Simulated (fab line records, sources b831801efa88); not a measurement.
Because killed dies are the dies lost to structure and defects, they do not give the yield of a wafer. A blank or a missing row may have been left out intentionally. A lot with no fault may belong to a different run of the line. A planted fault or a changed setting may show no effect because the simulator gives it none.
One fault seen from 2 desks    flow gf180mcu    every desk sees just its own numbers, and what lay behind them comes last

## METROLOGY DESK
Lot by lot, what the gauges showed, no matter which tool ran the lot: averages of those sampled wafers that carry a number. Any lot whose mean is over 4 standard deviations away from the usual mean is out of limits and marked OUT; that distance is given in the brackets.
Columns: A = CONTACT_W_THK at GF_CONTACT_THK_MEAS_26, usual 307 nm; B = V1_CVD_02_THK at GF_V1_THK_MEAS_03, usual 852 nm
lot   first seen here  A    B
L193  day 16 06:28     315  845
L194  day 16 17:29     308  835
L196  day 17 10:11     310  854
L204  day 20 20:40     300  778 (-6.7) OUT
L205  day 21 02:08     303  797 (-5.0) OUT
L208  day 22 01:23     305  859
L207  day 22 05:52     304  854
L210  day 22 13:53     299  858
L211  day 22 23:55     315  856
L213  day 24 00:58     308  846
L215  day 24 11:10     304  848
Finding of this desk: L204, L205 out of limits, first seen on L204 at day 21 21:41 (V1_CVD_02_THK at GF_V1_THK_MEAS_03). L193, L194, L196, L208, L207, L210, L211, L213, L215: within limits.

## THE TOOL OWNER'S DESK: pecvd-02
The tool's own readings at GF_V1_CVD_02 (deposits SiO2 from TEOS, target thk 850 nm, time 94.851 s): means of the sampled wafers that have a number, for each lot that ran on this tool. Any lot whose mean is over 4 standard deviations away from the usual mean is out of limits and marked OUT; that distance is given in the brackets.
Columns: A = heaterPowerW at GF_V1_CVD_02, usual 672 W; B = runLengthS at GF_V1_CVD_02, usual 122.6 s
lot   first seen here  A    B
L194  day 17 16:32     643  122.8
L204  day 21 21:37     737  114.9 (-11) OUT
L205  day 22 03:34     733  114.0 (-12) OUT
Finding of this desk: L204, L205 out of limits; the first was L204 at day 21 21:37, on runLengthS at GF_V1_CVD_02. L194: within limits.

## BROUGHT TOGETHER
An alarm could have come from the tool owner's desk at day 21 21:37, on L204, L205.
On L204, L205, the metrology desk was in a position to raise an alarm at day 21 21:41.
All the named lots went through GF_V1_CVD_02 on pecvd-02.

## WHAT THE SIMULATOR PUT IN
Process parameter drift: pecvd-02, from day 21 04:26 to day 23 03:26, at GF_V1_CVD_02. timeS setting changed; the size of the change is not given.
Lots struck among those shown: L204, L205.
Hours from the fault's start to each desk's first reading out of limits: the tool owner's desk, 17; the metrology desk, 17.
